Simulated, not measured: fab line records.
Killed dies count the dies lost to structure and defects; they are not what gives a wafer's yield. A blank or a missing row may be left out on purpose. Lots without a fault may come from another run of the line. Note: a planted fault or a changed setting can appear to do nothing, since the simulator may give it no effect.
Which tool is to blame? -- flow sky130 -- Sampling: 24 lots, 72 wafers, 5 of 708 route steps

WHAT THE GAUGES SHOWED, per wafer
SKY_LI_CONTACT_BOW_MEAS_03. Usual: LI_CONTACT_BOW typically reads 55 um, with standard deviation 6.5.
lot,measured,on,LI_CONTACT_BOW (um),flag
L074,day 27 23:55,film metro-01,48 61 61,
L075,day 28 10:45,film metro-03,56 64 64,
L076,day 28 20:50,film metro-04,64 58 57,
L077,day 29 04:34,film metro-04,56 44 54,
L078,day 29 17:11,film metro-04,51 61 60,
L079,day 30 00:25,film metro-01,62 53 72,
L080,day 30 07:02,film metro-03,55 62 53,
L081,day 30 09:20,film metro-04,34 53 55,
L082,day 31 17:37,film metro-01,55 70 49,
L083,day 31 18:28,film metro-04,74 53 65,
L084,day 31 18:43,film metro-01,65 57 60,
L085,day 31 23:30,film metro-03,61 66 50,
L086,day 32 07:48,film metro-04,54 56 59,
L087,day 33 02:31,film metro-04,48 52 50,
L088,day 33 03:54,film metro-04,60 44 49,
L090,day 33 13:52,film metro-01,65 57 50,
L089,day 33 15:11,film metro-03,54 60 62,
L091,day 33 18:25,film metro-04,47 49 43,
L092,day 34 04:28,film metro-01,52 41 47,
L093,day 34 10:34,film metro-03,58 64 60,
L094,day 34 16:52,film metro-01,56 55 49,
L095,day 35 04:01,film metro-03,52 54 52,
L096,day 35 10:41,film metro-01,51 52 57,
L097,day 35 12:21,film metro-03,60 56 50,

SKY_VIA3_OVL_MEAS_13. Usual: VIA3_OVL typically reads 2 nm, with standard deviation 4.2.
lot,measured,on,VIA3_OVL (nm),flag
L074,day 39 18:36,overlay-01,9 3 7,
L075,day 40 06:04,overlay-02,-5 5 2,
L076,day 40 11:54,overlay-01,7 7 7,
L077,day 40 20:10,overlay-02,-1 -8 -7,
L078,day 41 05:47,overlay-01,6 8 2,
L079,day 41 16:59,overlay-02,-2 3 4,
L080,day 41 17:13,overlay-01,9 7 7,
L081,day 41 18:56,overlay-01,4 3 7,
L082,day 42 23:12,overlay-02,9 2 5,
L083,day 43 00:17,overlay-01,4 3 2,
L084,day 43 01:38,overlay-02,9 -1 -1,
L085,day 43 06:46,overlay-01,5 -3 -2,
L086,day 43 12:56,overlay-01,-2 -7 -5,
L087,day 44 04:57,overlay-01,-1 3 -1,
L088,day 44 05:40,overlay-02,11 8 2,
L090,day 44 15:16,overlay-01,5 3 0,
L089,day 44 15:28,overlay-02,7 4 2,
L091,day 44 17:22,overlay-02,0 3 4,
L092,day 45 00:19,overlay-01,2 7 -3,
L093,day 45 07:46,overlay-01,-7 2 -1,
L094,day 45 13:34,overlay-01,1 1 3,
L095,day 45 23:02,overlay-01,3 4 3,
L096,day 46 00:52,overlay-01,-1 3 0,
L097,day 46 03:17,overlay-01,-2 -5 1,

EACH LOT AND THE TOOL THAT RAN IT (in order: tool; ch and the chambers of the sampled wafers; start)
lot,SKY_POLY_CUT_ETCH_11,SKY_METAL1_METAL_ETCH_19,SKY_VIA2_ETCH_15
L074,"rie diel-01 ch 0,1,2, day 24 06:37","rie metal-01 ch 0,1, day 32 20:48","rie diel-03 ch 0,2,3, day 36 10:44"
L075,"rie diel-02 ch 0,1, day 24 18:17","rie metal-01 ch 0,1, day 33 06:41","rie diel-02 ch 1,2, day 36 19:59"
L076,"rie diel-03 ch 0,1,3, day 25 04:22","rie metal-02 ch 0,1, day 33 16:05","rie diel-03 ch 1,2,3, day 37 03:44"
L077,"rie diel-02 ch 1,2,3, day 25 12:13","rie metal-04 ch 0,1, day 33 22:56","rie diel-01 ch 1,2,3, day 37 12:29"
L078,"rie diel-01 ch 0,1,2, day 26 01:52","rie metal-01 ch 0,1, day 34 10:21","rie diel-01 ch 1,2,3, day 37 23:08"
L079,"rie diel-02 ch 0,2,3, day 26 06:40","rie metal-02 ch 0,1, day 35 00:04","rie diel-02 ch 0,2, day 38 10:20"
L080,"rie diel-01 ch 0,1,2, day 26 15:46","rie metal-01 ch 0,1, day 35 00:25","rie diel-03 ch 2,3, day 38 11:53"
L081,"rie diel-01 ch 0,1,2, day 26 17:28","rie metal-04 ch 0,1, day 35 01:58","rie diel-01 ch 0,1,2, day 38 13:20"
L082,"rie diel-03 ch 1,3, day 28 02:53","rie metal-02 ch 0,1, day 36 09:55","rie diel-03 ch 0,3, day 39 19:02"
L083,"rie diel-01 ch 1,2, day 28 03:34","rie metal-04 ch 0,1, day 36 11:43","rie diel-02 ch 0,2,3, day 39 20:11"
L084,"rie diel-02 ch 0,1, day 28 03:55","rie metal-02 ch 0,1, day 36 12:04","rie diel-03 ch 0,1,2, day 39 21:29"
L085,"rie diel-03 ch 0,1,3, day 28 10:31","rie metal-02 ch 0,1, day 36 16:44","rie diel-01 ch 0,2,3, day 40 02:59"
L086,"rie diel-03 ch 0,3, day 28 17:49","rie metal-02 ch 0,1, day 36 23:34","rie diel-02 ch 0,1, day 40 09:11"
L087,"rie diel-02 ch 0,1, day 29 13:46","rie metal-04 ch 0,1, day 37 18:31","rie diel-01 ch 1,3, day 41 03:14"
L088,"rie diel-01 ch 1,2, day 29 16:10","rie metal-02 ch 0,1, day 37 19:26","rie diel-01 ch 0,1,2, day 41 03:59"
L090,"rie diel-03 ch 0,1,2, day 30 01:29","rie metal-04 ch 0,1, day 38 04:03","rie diel-03 ch 0,1, day 41 11:47"
L089,"rie diel-02 ch 2,3, day 30 02:49","rie metal-01 ch 0,1, day 38 05:50","rie diel-03 ch 0,2,3, day 41 12:47"
L091,"rie diel-02 ch 1,2, day 30 08:11","rie metal-04 ch 0,1, day 38 08:26","rie diel-02 ch 0,2, day 41 15:20"
L092,"rie diel-02 ch 0,1,2, day 30 17:34","rie metal-01 ch 0,1, day 38 17:34","rie diel-03 ch 0,1, day 41 23:38"
L093,"rie diel-01 ch 0,1,3, day 30 23:32","rie metal-04 ch 0,1, day 39 01:39","rie diel-02 ch 1,2,3, day 42 07:11"
L094,"rie diel-01 ch 0,1,2, day 31 06:35","rie metal-02 ch 0,1, day 39 05:18","rie diel-01 ch 0,1,2, day 42 12:17"
L095,"rie diel-03 ch 1,3, day 31 17:58","rie metal-04 ch 0,1, day 39 17:41","rie diel-03 ch 1,2, day 43 00:08"
L096,"rie diel-01 ch 0,1, day 32 00:19","rie metal-02 ch 0,1, day 39 23:17","rie diel-02 ch 0,2,3, day 43 04:14"
L097,"rie diel-02 ch 2,3, day 32 01:37","rie metal-01 ch 0,1, day 39 23:59","rie diel-03 ch 0,1, day 43 05:32"
- SKY_POLY_CUT_ETCH_11: etches Si3N4 in CF4/CH2F2/Ar, stops on poly-Si, time 42.5 s, target depth 60 nm.
- SKY_METAL1_METAL_ETCH_19: etches the open film in Cl2/BCl3, stops on SiO2, target depth 360 nm, time 78 s.
- SKY_VIA2_ETCH_15: etches SiO2 in C4F8/O2/Ar, stops on TiN, target depth 546 nm, time 84 s.

AS READ BY THE TOOLS THEMSELVES (means over the sampled wafers that have a number; for cases with no such wafer, the mark the record gives instead)
SKY_POLY_CUT_ETCH_11. Usual: drypump motor current A 5.7 A, standard deviation 0.48; oes product au 0.830 a.u., standard deviation 0.006; throttle valve pct 14.994 %, standard deviation 0.0094.
lot,tool,drypump motor current A (A),oes product au (a.u.),throttle valve pct (%),flag
L074,rie diel-01,5.4,0.823,14.984,
L075,rie diel-02,5.8,0.822,15.001,
L076,rie diel-03,6.2,0.830,14.985,
L077,rie diel-02,5.4,0.832,14.994,
L078,rie diel-01,5.4,0.838,15.004,
L079,rie diel-02,5.5,0.838,15.005,
L080,rie diel-01,5.4,0.837,14.994,
L081,rie diel-01,5.4,0.832,14.998,
L082,rie diel-03,6.3,0.833,14.995,
L083,rie diel-01,5.3,0.829,14.992,
L084,rie diel-02,5.6,0.827,14.997,
L085,rie diel-03,6.2,0.830,15.001,
L086,rie diel-03,6.4,0.829,14.990,
L087,rie diel-02,5.8,0.827,14.991,
L088,rie diel-01,5.1,0.834,14.989,
L090,rie diel-03,5.8,0.831,14.992,
L089,rie diel-02,5.4,0.828,14.995,
L091,rie diel-02,5.2,0.836,14.991,
L092,rie diel-02,5.5,0.828,14.995,
L093,rie diel-01,5.9,0.824,14.988,
L094,rie diel-01,5.4,0.826,14.998,
L095,rie diel-03,6.3,0.828,14.999,
L096,rie diel-01,5.6,0.833,14.995,
L097,rie diel-02,5.2,0.832,15.006,

SKY_METAL1_METAL_ETCH_19. Usual: drypump motor current A 5.5 A, standard deviation 0.38; oes product au 0.856 a.u., standard deviation 0.0052; throttle valve pct 22.264 %, standard deviation 0.0093.
lot,tool,drypump motor current A (A),oes product au (a.u.),throttle valve pct (%),flag
L074,rie metal-01,5.1,0.856,22.264,
L075,rie metal-01,5.2,0.858,22.266,
L076,rie metal-02,5.6,0.861,22.265,
L077,rie metal-04,5.5,0.861,22.262,
L078,rie metal-01,5.1,0.855,22.263,
L079,rie metal-02,5.6,0.859,22.267,
L080,rie metal-01,5.1,0.855,22.262,
L081,rie metal-04,5.6,0.863,22.264,
L082,rie metal-02,5.6,0.851,22.255,
L083,rie metal-04,5.6,0.856,22.261,
L084,rie metal-02,5.9,0.856,22.255,
L085,rie metal-02,5.6,0.852,22.267,
L086,rie metal-02,5.9,0.854,22.260,
L087,rie metal-04,5.5,0.850,22.259,
L088,rie metal-02,5.6,0.854,22.261,
L090,rie metal-04,5.6,0.847,22.259,
L089,rie metal-01,5.1,0.860,22.267,
L091,rie metal-04,5.5,0.849,22.270,
L092,rie metal-01,5.2,0.856,22.265,
L093,rie metal-04,5.6,0.856,22.273,
L094,rie metal-02,5.9,0.857,22.266,
L095,rie metal-04,5.5,0.858,22.261,
L096,rie metal-02,5.9,0.859,22.273,
L097,rie metal-01,5.2,0.852,22.272,

SKY_VIA2_ETCH_15. Usual: oes product au 0.940 a.u., standard deviation 0.0044.
lot,tool,oes product au (a.u.),flag
L074,rie diel-03,0.938,
L075,rie diel-02,0.938,
L076,rie diel-03,0.943,
L077,rie diel-01,0.942,
L078,rie diel-01,0.937,
L079,rie diel-02,0.938,
L080,rie diel-03,0.937,
L081,rie diel-01,0.945,
L082,rie diel-03,0.940,
L083,rie diel-02,0.943,
L084,rie diel-03,0.940,
L085,rie diel-01,0.942,
L086,rie diel-02,0.939,
L087,rie diel-01,0.937,
L088,rie diel-01,0.942,
L090,rie diel-03,0.939,
L089,rie diel-03,0.939,
L091,rie diel-02,0.938,
L092,rie diel-03,0.943,
L093,rie diel-02,0.937,
L094,rie diel-01,0.939,
L095,rie diel-03,0.940,
L096,rie diel-02,0.942,
L097,rie diel-03,0.943,

THE ANSWER, worked out from the rows above alone
Rule: take the mean of a lot's wafers that have a number; if it is more than 3 standard deviations from the usual mean, the lot is off. Also off: a lot with no number at a reading for which 4 or more lots have one. All remaining lots with rows at the step are treated as sound. After the gauges, taken in route order, come the tools' own readings; for these a lot's mean is taken, as printed above. At the first step where some lot is off, the reading lying furthest off is the one used; lots without a number count as furthest.
Nothing can be told from this: no lot is off at any reading shown.

WHAT THE SIMULATOR HAD INSERTED
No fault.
